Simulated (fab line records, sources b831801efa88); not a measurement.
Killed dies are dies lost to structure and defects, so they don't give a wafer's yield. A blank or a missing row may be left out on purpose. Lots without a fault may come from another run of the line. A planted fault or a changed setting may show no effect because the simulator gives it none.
fab line records | flow sky130
record lots=15 wafers=43 last_day=50
route steps=708 shown VT_ADJUST_NCORE@128
lots that met no fault: from a run of the same line without faults
start_h: hours from the record's first day to the start of the lot's first wafer shown | wait_h: hours since the lot's step before | " the same as in the row above | L1.1+2: a row that stands for several wafers | - no value, or no start given | * or withheld: withheld | < > ~ a bound
route shown NAME@n: a module of which the file shows steps, and the number in the route of the first | usual: mean/standard deviation of fault-free wafers | same: alike in all rows | chamber/n: place in a boat | sites: the reading at each site | _std_site: their standard deviation | _edge_site: outer sites' mean less inner sites' | radius_mm: how far each site lies from the wafer's centre | mask NAME#n: copy n | behind: the tool/chamber that last shaped the wafer | hold: why the lot was held/for how many hours/how that ended | device: the transistor (n, p or np) that didn't switch | end of line: the same wafers' tests at the end of the route | a step without rows: its recipe alone | killed: dies lost to structure and defects at the first sort, not the wafer's yield | map: a wafer's dies, x killed, . not, _ none there
set.NAME: the setting as run; set.NAME@STEP: as run at that earlier step | model.NAME: the simulator's own value behind a step, which no gauge read
steps of the route over a sample of lots; a table a step, a row a wafer
services: from which hour (start_h, from the record's first day; less than 0 if before it) a tool's chamber was out of use, for how many hours, and why
## steps
# step SKY_VT_ADJUST_NCORE_IMPLANT_09
# recipe species=B energy_kev=10 dose_cm2=2.4e+12 tilt_deg=withheld
# usual beam_on_s=10.03/0.22 faraday_current_uA=13.5/0.31
# columns lot.wafer tool chamber start_h wait_h beam_on_s faraday_current_uA
L665.1 implanter-01 0 182.11 0.0 10.01 13.5
L665.4 " 0 " " 10.27 13.2
L665.6 " 0 " " 9.83 13.8
L666.1 implanter-01 0 190.26 0.0 10.05 13.5
L666.2 " 0 " " 9.92 13.6
L666.6 " 0 " " 10.12 13.4
L667.3 implanter-01 0 199.59 0.1 9.94 13.6
L667.5 " 0 " " 10.80 12.5
L667.6 " 0 " " 9.88 13.6
L668.3 implanter-01 0 209.72 0.1 12.48 10.8
L668.4 " 0 " " 12.56 10.8
L670.2 implanter-01 0 226.69 0.0 10.22 13.2
L670.3 " 0 " " 11.72 11.5
L671.3 implanter-01 0 227.71 0.1 12.65 10.7
L671.5 " 0 " " 10.31 13.1
L671.6 " 0 " " 10.16 13.3
L679.2 implanter-02 0 282.66 0.0 10.16 13.3
L679.3 " 0 " " 10.10 13.3
L679.6 " 0 " " 10.00 13.5
L680.2 implanter-02 0 285.44 0.0 9.77 13.9
L680.5 " 0 " " 10.01 13.6
L680.6 " 0 " " 9.73 14.0
L682.2 implanter-03 0 302.04 0.0 10.14 13.4
L682.3 " 0 " " 10.14 13.3
L682.5 " 0 " " 10.29 13.2
L683.3 implanter-01 0 314.34 0.1 10.06 13.4
L683.5 " 0 " " 9.79 13.9
L683.6 " 0 " " 10.06 13.4
L684.2 implanter-02 0 321.84 0.0 9.64 14.0
L684.5 " 0 " " 9.95 13.6
L684.6 " 0 " " 9.70 13.9
L685.2 implanter-01 0 329.91 0.0 10.54 12.8
L685.3 " 0 " " 10.41 13.0
L685.4 " 0 " " 9.91 13.7
L686.4 implanter-03 0 332.64 0.1 9.73 13.9
L686.5 " 0 " " 10.37 13.1
L686.6 " 0 " " 9.95 13.6
L687.1 implanter-03 0 337.29 0.0 9.98 13.6
L687.3 " 0 " " 9.96 13.6
L687.5 " 0 " " 9.71 14.0
L688.1 implanter-02 0 345.92 0.0 10.03 13.5
L688.2 " 0 " " 9.56 14.1
L688.5 " 0 " " 10.20 13.4
# step SKY_VT_ADJUST_NCORE_TW_MEAS_11
# usual VT_ADJUST_NCORE_TW=219.8/1.8
# columns lot.wafer tool chamber start_h wait_h VT_ADJUST_NCORE_TW
L665.1 film_metro-03 - 182.36 0.1 221.3
L665.4 " - " " 221.6
L665.6 " - " " 222.3
L666.1 film_metro-03 - 190.51 0.1 222.8
L666.2 " - " " 222.1
L666.6 " - " " 222.3
L667.3 film_metro-02 - 199.81 0.1 217.4
L667.5 " - " " 218.1
L667.6 " - " " 217.7
L668.3 film_metro-02 - 209.94 0.1 232.0
L668.4 " - " " 231.8
L670.2 film_metro-02 - 226.93 0.1 217.2
L670.3 " - " " 233.2
L671.3 film_metro-01 - 227.93 0.1 235.3
L671.5 " - " " 220.7
L671.6 " - " " 221.2
L679.2 film_metro-01 - 282.90 0.1 221.7
L679.3 " - " " 221.3
L679.6 " - " " 221.2
L680.2 film_metro-01 - 285.68 0.1 220.7
L680.5 " - " " 222.1
L680.6 " - " " 220.9
L682.2 film_metro-01 - 302.28 0.1 222.3
L682.3 " - " " 222.0
L682.5 " - " " 223.7
L683.3 film_metro-02 - 314.56 0.1 218.0
L683.5 " - " " 218.0
L683.6 " - " " 217.9
L684.2 film_metro-03 - 322.08 0.1 221.1
L684.5 " - " " 220.7
L684.6 " - " " 221.9
L685.2 film_metro-03 - 330.15 0.1 222.6
L685.3 " - " " 221.0
L685.4 " - " " 222.7
L686.4 film_metro-02 - 332.85 0.1 219.4
L686.5 " - " " 218.1
L686.6 " - " " 217.7
L687.1 film_metro-02 - 337.54 0.1 216.8
L687.3 " - " " 217.4
L687.5 " - " " 217.2
L688.1 film_metro-03 - 346.17 0.1 221.0
L688.2 " - " " 220.7
L688.5 " - " " 221.4
## services
# columns tool chamber start_h hours kind
implanter-02 - 168.80 2.5 pm
implanter-03 - 202.55 3.5 repair
implanter-02 - 267.09 1.9 repair
implanter-03 - 280.04 8.7 pm
implanter-03 - 292.56 2.3 repair
implanter-03 - 293.73 2.6 repair
implanter-02 - 326.82 6.9 repair
## key
first_sign step=SKY_VT_ADJUST_NCORE_IMPLANT_09 reading=beam_on_s direction=up sigmas=10 usual=10.03 struck=12.35
effect step=SKY_VT_ADJUST_NCORE_IMPLANT_09 reading=faraday_current_uA direction=down sigmas=8.3 usual=13.5 struck=10.9
effect step=SKY_VT_ADJUST_NCORE_TW_MEAS_11 reading=VT_ADJUST_NCORE_TW direction=up sigmas=7.4 usual=219.8 struck=233.1
met_at SKY_VT_ADJUST_NCORE_IMPLANT_09
struck_lots L668,L670,L671
struck_wafers L668.3,L668.4,L670.3,L671.3
tester_left_out L668,L670,L671
onset_between 199.59 209.72
fault kind=process_parameter_drift tool=implanter-01 chamber=- onset_h=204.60 steps=SKY_VT_ADJUST_NCORE_IMPLANT_09 channel=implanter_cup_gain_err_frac offset=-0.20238 shape=step end_h=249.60 scope=struck_wafers_only
# tester_left_out: of these lots the tester's yield and bins aren't shown, on N5 and GAA mostly nor the transistor test; their killed dies are dies lost to structure and defects alone, not to doping, threshold or leakage, so they don't give the yield
